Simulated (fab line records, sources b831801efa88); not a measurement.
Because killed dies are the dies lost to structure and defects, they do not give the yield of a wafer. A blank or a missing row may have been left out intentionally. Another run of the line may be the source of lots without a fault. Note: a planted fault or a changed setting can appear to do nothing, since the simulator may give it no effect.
What tool caused it? + flow sky130 + 14 lots with 42 wafers sampled at 4 steps, on a route of 708 steps

WHAT THE GAUGES SHOWED, per wafer
SKY_POLY_CUT_CD_MEAS_08: the cd target is 270 nm.
| lot  | measured     | on        | cd nm (nm)        |
|------|--------------|-----------|-------------------|
| L279 | day 26 02:29 | cd sem-01 | 271.9 271.3 272.1 |
| L280 | day 26 09:09 | cd sem-02 | 269.1 267.9 269.3 |
| L281 | day 26 13:44 | cd sem-01 | 272.6 270.5 271.7 |
| L284 | day 26 22:02 | cd sem-01 | 272.4 272.6 270.5 |
| L283 | day 26 23:41 | cd sem-01 | 269.4 267.4 269.2 |
| L289 | day 28 11:54 | cd sem-02 | 272.1 271.4 271.3 |
| L290 | day 28 19:41 | cd sem-01 | 270.7 270.1 271.2 |
| L291 | day 29 03:41 | cd sem-01 | 267.7 268.6 269.1 |
| L292 | day 29 09:13 | cd sem-02 | 269.1 270.2 269.1 |
| L294 | day 30 05:24 | cd sem-02 | 269.5 268.5 268.6 |
| L295 | day 30 12:12 | cd sem-01 | 269.7 269.9 271.3 |
| L296 | day 30 20:12 | cd sem-01 | 271.1 270.7 270.7 |
| L298 | day 31 15:46 | cd sem-01 | 271.3 269.8 270.9 |
| L299 | day 31 21:07 | cd sem-01 | 270.9 272.2 272.4 |

SKY_LI_CONTACT_BOW_MEAS_03.
| lot  | measured     | on            | LI_CONTACT_BOW (um) |
|------|--------------|---------------|---------------------|
| L279 | day 29 17:35 | film metro-02 | 54 55 57            |
| L280 | day 29 23:16 | film metro-01 | 64 57 54            |
| L281 | day 30 04:19 | film metro-04 | 56 61 52            |
| L284 | day 30 12:58 | film metro-04 | 54 63 67            |
| L283 | day 30 13:26 | film metro-01 | 48 57 71            |
| L289 | day 32 00:14 | film metro-02 | 56 53 59            |
| L290 | day 32 10:34 | film metro-01 | 58 58 49            |
| L291 | day 32 16:49 | film metro-01 | 51 52 45            |
| L292 | day 32 21:08 | film metro-02 | 60 65 47            |
| L294 | day 33 17:31 | film metro-02 | 60 50 62            |
| L295 | day 33 21:37 | film metro-04 | 48 59 58            |
| L296 | day 34 05:56 | film metro-01 | 68 43 51            |
| L298 | day 35 01:38 | film metro-02 | 54 60 60            |
| L299 | day 35 07:20 | film metro-01 | 66 62 56            |

WHAT TOOL EACH LOT RAN ON (gives the tool, then ch and the chambers of the sampled wafers, and finally the start)
| lot  | SKY_SD_N_DEVELOP_06               | SKY_LI_CONTACT_CMP_02         |
|------|-----------------------------------|-------------------------------|
| L279 | litho track-04 ch 0, day 29 15:41 | cmp-01 ch 1,2,3, day 29 17:16 |
| L280 | litho track-02 ch 0, day 29 21:26 | cmp-02 ch 1,2,3, day 29 23:01 |
| L281 | litho track-04 ch 0, day 30 02:29 | cmp-01 ch 1,2,3, day 30 04:01 |
| L284 | litho track-03, day 30 11:09      | cmp-02 ch 0,2,3, day 30 12:44 |
| L283 | litho track-02, day 30 11:37      | cmp-02 ch 1,2,3, day 30 13:10 |
| L289 | litho track-03 ch 0, day 31 22:24 | cmp-02 ch 0,1,2, day 32 00:02 |
| L290 | litho track-02 ch 0, day 32 08:44 | cmp-02 ch 1,2,3, day 32 10:19 |
| L291 | litho track-02 ch 0, day 32 14:59 | cmp-01 ch 1,2,3, day 32 16:32 |
| L292 | litho track-04 ch 0, day 32 19:19 | cmp-02 ch 0,2, day 32 20:49   |
| L294 | litho track-02 ch 0, day 33 15:41 | cmp-02 ch 0,1, day 33 17:13   |
| L295 | litho track-02 ch 0, day 33 19:47 | cmp-02 ch 0,2,3, day 33 21:19 |
| L296 | litho track-03 ch 0, day 34 04:06 | cmp-01 ch 0,1, day 34 05:38   |
| L298 | litho track-02 ch 0, day 34 23:49 | cmp-02 ch 0,1,3, day 35 01:19 |
| L299 | litho track-04 ch 0, day 35 05:31 | cmp-01 ch 1,2, day 35 06:58   |
- SKY_SD_N_DEVELOP_06: develop time 60 s.
- SKY_LI_CONTACT_CMP_02: polishes PSG.

AS READ BY THE TOOLS THEMSELVES (means over the sampled wafers that have a number; for cases with no such wafer, the mark the record gives instead)
SKY_SD_N_DEVELOP_06.
| lot  | tool           | chill plate temp C (C) |
|------|----------------|------------------------|
| L279 | litho track-04 | 23.03                  |
| L280 | litho track-02 | 22.98                  |
| L281 | litho track-04 | 22.99                  |
| L284 | litho track-03 | -                      |
| L283 | litho track-02 | -                      |
| L289 | litho track-03 | 22.94                  |
| L290 | litho track-02 | 23.03                  |
| L291 | litho track-02 | 23.01                  |
| L292 | litho track-04 | 23.02                  |
| L294 | litho track-02 | 22.82                  |
| L295 | litho track-02 | 22.97                  |
| L296 | litho track-03 | 22.89                  |
| L298 | litho track-02 | 23.07                  |
| L299 | litho track-04 | 23.03                  |

SKY_LI_CONTACT_CMP_02.
| lot  | tool   | motor current A (A) | time to endpoint s (s) |
|------|--------|---------------------|------------------------|
| L279 | cmp-01 | 11.3                | 31.2                   |
| L280 | cmp-02 | 12.1                | 32.6                   |
| L281 | cmp-01 | 11.2                | 34.3                   |
| L284 | cmp-02 | 12.2                | 35.0                   |
| L283 | cmp-02 | 12.0                | 30.4                   |
| L289 | cmp-02 | 12.0                | 31.8                   |
| L290 | cmp-02 | 12.5                | 33.3                   |
| L291 | cmp-01 | 11.2                | 33.2                   |
| L292 | cmp-02 | 11.8                | 30.8                   |
| L294 | cmp-02 | 12.0                | 29.3                   |
| L295 | cmp-02 | 12.2                | 33.1                   |
| L296 | cmp-01 | 11.6                | 32.7                   |
| L298 | cmp-02 | 12.7                | 30.0                   |
| L299 | cmp-01 | 11.7                | 30.8                   |

THE ANSWER, worked out from the rows above alone
Rule: what is usual is taken from the lots themselves. Put in order of their means at a reading, lots are off if they are a third of the lots or fewer, leave a main group of 4 or more, and stand apart from it by a gap of 3 or more times the standard deviation of the main group's means; of several such gaps the widest counts. The tables above print the reading to a certain number of digits; a main group whose means all agree to those digits is not used. A lot without any number at a reading at which 4 lots or more have one is off too. All remaining lots with rows at the step are treated as sound. First the gauges in route order, then the tools' own readings, where a lot's mean is used as printed above. The first step at which some lot is off is used, and at that step the reading that is off furthest; a lot without a number counts as furthest.
Off: L284, L283, at SKY_SD_N_DEVELOP_06 (chill plate temp C). Without a number there: L284, L283. Mean 22.98 C and standard deviation 0.067 in the main group.
If a tool, at that step or one of the process steps before it, ran each lot that is off and ran no sound lot following the first of them, it fits. None of those tried fits.

WHAT THE SIMULATOR PUT IN
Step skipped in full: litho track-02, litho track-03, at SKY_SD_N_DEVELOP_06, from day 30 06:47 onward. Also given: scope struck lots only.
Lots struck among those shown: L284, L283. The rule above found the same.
